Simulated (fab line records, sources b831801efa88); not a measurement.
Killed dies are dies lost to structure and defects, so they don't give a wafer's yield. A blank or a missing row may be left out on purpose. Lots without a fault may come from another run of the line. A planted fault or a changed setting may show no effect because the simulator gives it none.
Which tool did it? | flow gf180mcu | 13 lots, 39 wafers sampled, at 6 steps of a route of 602

WHAT THE GAUGES READ, wafer by wafer
GF_HV_LDD_TW_MEAS_38. Usual: HV_LDD_3_TW 1439, standard deviation 6.7.
lot  | measured     | on            | HV_LDD_3_TW    | flag
L158 | day 11 18:07 | film_metro-03 | 1441 1434 1430 |
L159 | day 12 01:16 | film_metro-03 | 1440 1435 1442 |
L160 | day 12 05:52 | film_metro-03 | 1435 1433 1435 |
L163 | day 13 00:08 | film_metro-04 | 1435 1451 1450 |
L166 | day 14 04:58 | film_metro-04 | 1452 1450 1445 |
L167 | day 14 07:49 | film_metro-01 | 1442 1430 1439 |
L168 | day 14 15:25 | film_metro-03 | 1440 1435 1441 |
L169 | day 15 01:27 | film_metro-01 | 1430 1430 1427 |
L170 | day 15 11:47 | film_metro-01 | 1428 1428 1435 |
L177 | day 17 18:38 | film_metro-04 | 1335 1339 1325 | OFF
L179 | day 18 07:05 | film_metro-01 | 1334 1328 1335 | OFF
L180 | day 18 17:08 | film_metro-03 | 1441 1437 1436 |
L181 | day 19 09:20 | film_metro-04 | 1437 1433 1442 |

GF_HV_LDD_RS_MEAS_53: measures by four-point-probe. Usual: HV_LDD_RS 418.5 ohm/sq, standard deviation 1.1.
lot  | measured     | on            | HV_LDD_RS (ohm/sq) | flag
L158 | day 12 13:35 | film_metro-03 | 416.4 416.8 416.5  |
L159 | day 12 21:48 | film_metro-04 | 418.5 419.7 419.1  |
L160 | day 13 01:37 | film_metro-04 | 420.7 420.7 421.6  |
L163 | day 13 21:04 | film_metro-04 | 420.0 419.1 419.8  |
L166 | day 15 02:10 | film_metro-03 | 418.8 416.4 418.5  |
L167 | day 15 05:28 | film_metro-01 | 417.3 418.5 418.0  |
L168 | day 15 13:37 | film_metro-01 | 417.8 418.9 418.5  |
L169 | day 15 23:48 | film_metro-03 | 417.4 417.5 418.0  |
L170 | day 16 10:52 | film_metro-01 | 419.6 418.9 419.1  |
L177 | day 18 18:51 | film_metro-04 | 439.3 438.5 437.1  | OFF
L179 | day 19 07:43 | film_metro-03 | 436.4 434.7 436.1  | OFF
L180 | day 19 18:20 | film_metro-04 | 421.0 420.0 419.5  |
L181 | day 20 09:10 | film_metro-04 | 418.7 419.0 418.8  |

GF_CONTACT_OVL_MEAS_15. Usual: CONTACT_OVL 3 nm, standard deviation 5.9.
lot  | measured     | on         | CONTACT_OVL (nm) | flag
L158 | day 16 07:05 | overlay-01 | -4 -1 2          |
L159 | day 16 17:23 | overlay-01 | 5 5 2            |
L160 | day 16 20:48 | overlay-02 | 13 11 10         |
L163 | day 17 19:14 | overlay-01 | 3 1 5            |
L166 | day 19 03:59 | overlay-01 | 12 9 6           |
L167 | day 19 07:53 | overlay-01 | 4 -5 3           |
L168 | day 19 16:14 | overlay-01 | 6 7 2            |
L169 | day 20 03:49 | overlay-01 | -3 -9 -2         |
L170 | day 20 15:08 | overlay-01 | 3 4 2            |
L177 | day 22 23:16 | overlay-01 | 4 -2 4           |
L179 | day 23 11:41 | overlay-01 | -4 -4 2          |
L180 | day 23 21:10 | overlay-01 | 1 7 4            |
L181 | day 24 10:00 | overlay-01 | 3 1 -7           |

GF_M1_CD_MEAS_14: target cd 230 nm. Usual: cd_nm 230.0 nm, standard deviation 1.5.
lot  | measured     | on        | cd_nm (nm)        | flag
L158 | day 17 07:01 | cd_sem-01 | 230.7 228.9 229.8 |
L159 | day 17 17:52 | cd_sem-01 | 228.9 230.2 229.6 |
L160 | day 17 21:07 | cd_sem-02 | 228.4 228.8 228.2 |
L163 | day 18 20:42 | cd_sem-01 | 231.0 231.0 230.7 |
L166 | day 20 05:44 | cd_sem-02 | 227.1 227.8 227.8 |
L167 | day 20 09:22 | cd_sem-02 | 228.9 229.2 228.6 |
L168 | day 20 17:31 | cd_sem-02 | 229.5 230.3 230.1 |
L169 | day 21 05:01 | cd_sem-02 | 229.7 230.1 229.5 |
L170 | day 21 16:49 | cd_sem-02 | 230.7 230.3 231.5 |
L177 | day 23 22:52 | cd_sem-02 | 229.8 228.9 228.4 |
L179 | day 24 11:32 | cd_sem-01 | 229.4 229.0 230.2 |
L180 | day 24 20:55 | cd_sem-01 | 229.9 229.4 229.2 |
L181 | day 25 09:03 | cd_sem-01 | 231.7 230.9 231.0 |

WHICH TOOL RAN EACH LOT (tool, then ch and the chambers of the sampled wafers, then the start)
lot  | GF_HV_LDD_IMPLANT_35            | GF_SALICIDE_SPUTTER_02
L158 | implanter-01 ch 0, day 11 17:43 | pvd_sputter-03, day 15 07:26
L159 | implanter-02 ch 0, day 12 00:53 | pvd_sputter-01, day 15 17:31
L160 | implanter-04 ch 0, day 12 05:29 | pvd_sputter-04, day 15 20:25
L163 | implanter-01 ch 0, day 12 23:44 | pvd_sputter-04, day 16 18:42
L166 | implanter-01 ch 0, day 14 04:36 | pvd_sputter-01, day 18 02:38
L167 | implanter-02 ch 0, day 14 07:26 | pvd_sputter-04, day 18 06:38
L168 | implanter-01 ch 0, day 14 15:02 | pvd_sputter-01, day 18 14:50
L169 | implanter-01 ch 0, day 15 01:04 | pvd_sputter-01, day 19 02:32
L170 | implanter-02 ch 0, day 15 11:26 | pvd_sputter-03, day 19 13:22
L177 | implanter-01 ch 0, day 17 18:17 | pvd_sputter-03, day 21 23:05
L179 | implanter-01 ch 0, day 18 06:43 | pvd_sputter-03, day 22 11:36
L180 | implanter-02 ch 0, day 18 16:46 | pvd_sputter-01, day 22 21:11
L181 | implanter-04 ch 0, day 19 08:56 | pvd_sputter-01, day 23 10:52
- GF_HV_LDD_IMPLANT_35
- GF_SALICIDE_SPUTTER_02: material Co, target thk 10 nm, time 20 s.

WHAT THE TOOLS THEMSELVES READ (means of the sampled wafers that have a number; where no wafer has one, the mark that the record gives instead)
GF_HV_LDD_IMPLANT_35. Usual: dose_ions_cm2 7.499e+12, standard deviation 7.9e+09; faraday_current_uA 42.3, standard deviation 0.86; tilt_deg 29.999 degrees, standard deviation 0.02.
lot  | tool         | dose_ions_cm2 | faraday_current_uA | tilt_deg (degrees) | flag
L158 | implanter-01 | 7.511e+12     | 42.0               | 29.978             |
L159 | implanter-02 | 7.494e+12     | 43.2               | 29.992             |
L160 | implanter-04 | 7.500e+12     | 42.0               | 30.001             |
L163 | implanter-01 | 7.498e+12     | 42.2               | 30.015             |
L166 | implanter-01 | 7.490e+12     | 42.3               | 30.013             |
L167 | implanter-02 | 7.492e+12     | 42.0               | 29.977             |
L168 | implanter-01 | 7.490e+12     | 42.2               | 30.009             |
L169 | implanter-01 | 7.492e+12     | 42.2               | 30.011             |
L170 | implanter-02 | 7.495e+12     | 42.3               | 30.013             |
L177 | implanter-01 | 7.447e+11     | 4.2                | 29.989             | OFF
L179 | implanter-01 | 7.453e+11     | 4.2                | 30.001             | OFF
L180 | implanter-02 | 7.492e+12     | 42.8               | 30.001             |
L181 | implanter-04 | 7.496e+12     | 42.5               | 30.016             |

GF_SALICIDE_SPUTTER_02. Usual: throttle_valve_pct 30.2 %, standard deviation 1.3.
lot  | tool           | throttle_valve_pct (%) | flag
L158 | pvd_sputter-03 | 29.8                   |
L159 | pvd_sputter-01 | 31.9                   |
L160 | pvd_sputter-04 | 29.2                   |
L163 | pvd_sputter-04 | 30.1                   |
L166 | pvd_sputter-01 | 31.1                   |
L167 | pvd_sputter-04 | 30.7                   |
L168 | pvd_sputter-01 | 30.3                   |
L169 | pvd_sputter-01 | 30.5                   |
L170 | pvd_sputter-03 | 29.4                   |
L177 | pvd_sputter-03 | 29.8                   |
L179 | pvd_sputter-03 | 29.5                   |
L180 | pvd_sputter-01 | 30.9                   |
L181 | pvd_sputter-01 | 31.7                   |

THE ANSWER, worked out from the rows above alone
Rule: a lot is off if the mean of its wafers that have a number lies more than 3 standard deviations from the usual mean. A lot without any number at a reading at which 4 lots or more have one is off too. The other lots that the step has rows for count as sound. The gauges are gone through in route order, then the tools' own readings, and for those a lot's mean is taken as printed above. The first step at which some lot is off is used, and at that step the reading that is off furthest; a lot without a number counts as furthest.
Off: L177, L179, at GF_HV_LDD_TW_MEAS_38 (HV_LDD_3_TW).
A tool fits if, at a process step before that reading, it ran every lot that is off, and no sound lot after the first of them. The gauges at GF_HV_LDD_TW_MEAS_38 aren't tried: what is off there is off at GF_HV_LDD_IMPLANT_35 too, on other tools, and a gauge's error can't cause that. One fits: implanter-01 at GF_HV_LDD_IMPLANT_35. Its last sound lot is L169 (day 15 01:04), its first lot that is off L177 (day 17 18:17): a fault that began between those two fits.
The tool's own readings at GF_HV_LDD_IMPLANT_35 bear it out: on the lots that are off they differ by more than 5 times the standard deviation of the sound lots' means. dose_ions_cm2 reads 7.450e+11 there against 7.495e+12 on the sound lots; faraday_current_uA reads 4.2 there against 42.3 on the sound lots.

WHAT THE SIMULATOR HAD PUT IN
Process parameter drift: implanter-01, from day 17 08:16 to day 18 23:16, at GF_HV_LDD_IMPLANT_35. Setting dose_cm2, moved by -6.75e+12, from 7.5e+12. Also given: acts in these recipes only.
Lots struck among those shown: L177, L179. The rule above found the same.
